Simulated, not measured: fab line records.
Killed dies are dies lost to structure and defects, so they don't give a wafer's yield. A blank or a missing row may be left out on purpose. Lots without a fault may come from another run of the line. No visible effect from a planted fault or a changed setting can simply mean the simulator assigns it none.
Which tool is to blame? + flow sky130 + 10 lots with 30 wafers sampled at 4 steps, on a route of 708 steps

## WHAT THE GAUGES SHOWED, per wafer
SKY_VIA4_THK_MEAS_20: measures by xrf.
| lot  | measured     | on           | VIA4_W_THK (nm) |
|------|--------------|--------------|-----------------|
| L388 | day 43 05:45 | filmMetro-03 | 497 533 526     |
| L389 | day 43 19:11 | filmMetro-04 | 524 505 509     |
| L390 | day 43 22:40 | filmMetro-02 | 506 509 509     |
| L393 | day 44 16:55 | filmMetro-04 | 517 520 498     |
| L397 | day 45 20:11 | filmMetro-03 | 465 534 463     |
| L398 | day 46 11:17 | filmMetro-04 | 453 454 522     |
| L399 | day 46 13:26 | filmMetro-04 | 513 446 516     |
| L401 | day 46 23:19 | filmMetro-03 | 502 512 503     |
| L403 | day 47 04:08 | filmMetro-02 | 513 510 509     |
| L409 | day 48 10:13 | filmMetro-02 | 515 515 518     |

## WHAT TOOL EACH LOT RAN ON (gives the tool, then ch and the chambers of the sampled wafers, and finally the start)
| lot  | SKY_METAL4_DESCUM_15             | SKY_VIA4_SPUTTER_17         | SKY_VIA4_CVD_18              |
|------|----------------------------------|-----------------------------|------------------------------|
| L388 | rieMetal-01 ch 0,1, day 42 04:04 | pvdSputter-02, day 43 05:25 | cvdW-01 ch 0,1, day 43 05:29 |
| L389 | rieMetal-01 ch 0,1, day 42 18:25 | pvdSputter-01, day 43 18:51 | cvdW-01 ch 0,1, day 43 18:55 |
| L390 | rieMetal-02 ch 0,1, day 42 21:56 | pvdSputter-02, day 43 22:20 | cvdW-02 ch 0,1, day 43 22:23 |
| L393 | rieMetal-03 ch 0,1, day 43 16:13 | pvdSputter-04, day 44 16:35 | cvdW-01 ch 0,1, day 44 16:39 |
| L397 | rieMetal-02 ch 0,1, day 44 20:27 | pvdSputter-02, day 45 19:50 | cvdW-01 ch 0,1, day 45 19:57 |
| L398 | rieMetal-01 ch 0,1, day 45 11:40 | pvdSputter-02, day 46 10:56 | cvdW-01 ch 0,1, day 46 11:00 |
| L399 | rieMetal-01 ch 0,1, day 45 14:36 | pvdSputter-04, day 46 13:05 | cvdW-01 ch 0,1, day 46 13:12 |
| L401 | rieMetal-03 ch 0,1, day 45 23:37 | pvdSputter-01, day 46 22:59 | cvdW-02 ch 0,1, day 46 23:03 |
| L403 | rieMetal-02 ch 0,1, day 46 04:59 | pvdSputter-01, day 47 03:47 | cvdW-02 ch 0,1, day 47 03:51 |
| L409 | rieMetal-03 ch 0,1, day 47 11:19 | pvdSputter-01, day 48 09:53 | cvdW-02 ch 0,1, day 48 09:57 |
- SKY_METAL4_DESCUM_15: chemistry O2, time 8 s.
- SKY_VIA4_SPUTTER_17: material TiN, target thk 20 nm, time 80 s.
- SKY_VIA4_CVD_18: deposits W, target thk 505 nm, time 152.14 s.

## THE ANSWER, worked out from the rows above alone
Rule: the lots themselves supply what counts as usual. The widest of any qualifying gaps counts: lots, ordered by their means at a reading, are off when they make up no more than a third of the lots, leave a main group of 4 or more, and stand apart from it by 3 or more times the standard deviation of that group's means. If all means in a main group match to the digits the tables above print for the reading, that group is not used. A lot without any number at a reading at which 4 lots or more have one is off too. All remaining lots with rows at the step are treated as sound.
Off: at SKY_VIA4_THK_MEAS_20 (VIA4_W_THK), L397, L398, L399. Mean 512 nm and standard deviation 4.1 in the main group.
If a tool, at a process step before that reading, ran all the lots that are off and no sound lot after the first of them, it fits. Gauges at SKY_VIA4_THK_MEAS_20: tried the same way as those tools. One candidate fits, namely cvdW-01 at SKY_VIA4_CVD_18. A fault onset in the window from L393 (day 44 16:39, its last sound lot) to L397 (day 45 19:57, its first lot off) fits.

## WHAT HAD BEEN PUT IN BY THE SIMULATOR
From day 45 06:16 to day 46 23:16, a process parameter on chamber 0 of cvdW-01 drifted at SKY_VIA4_CVD_18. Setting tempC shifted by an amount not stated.
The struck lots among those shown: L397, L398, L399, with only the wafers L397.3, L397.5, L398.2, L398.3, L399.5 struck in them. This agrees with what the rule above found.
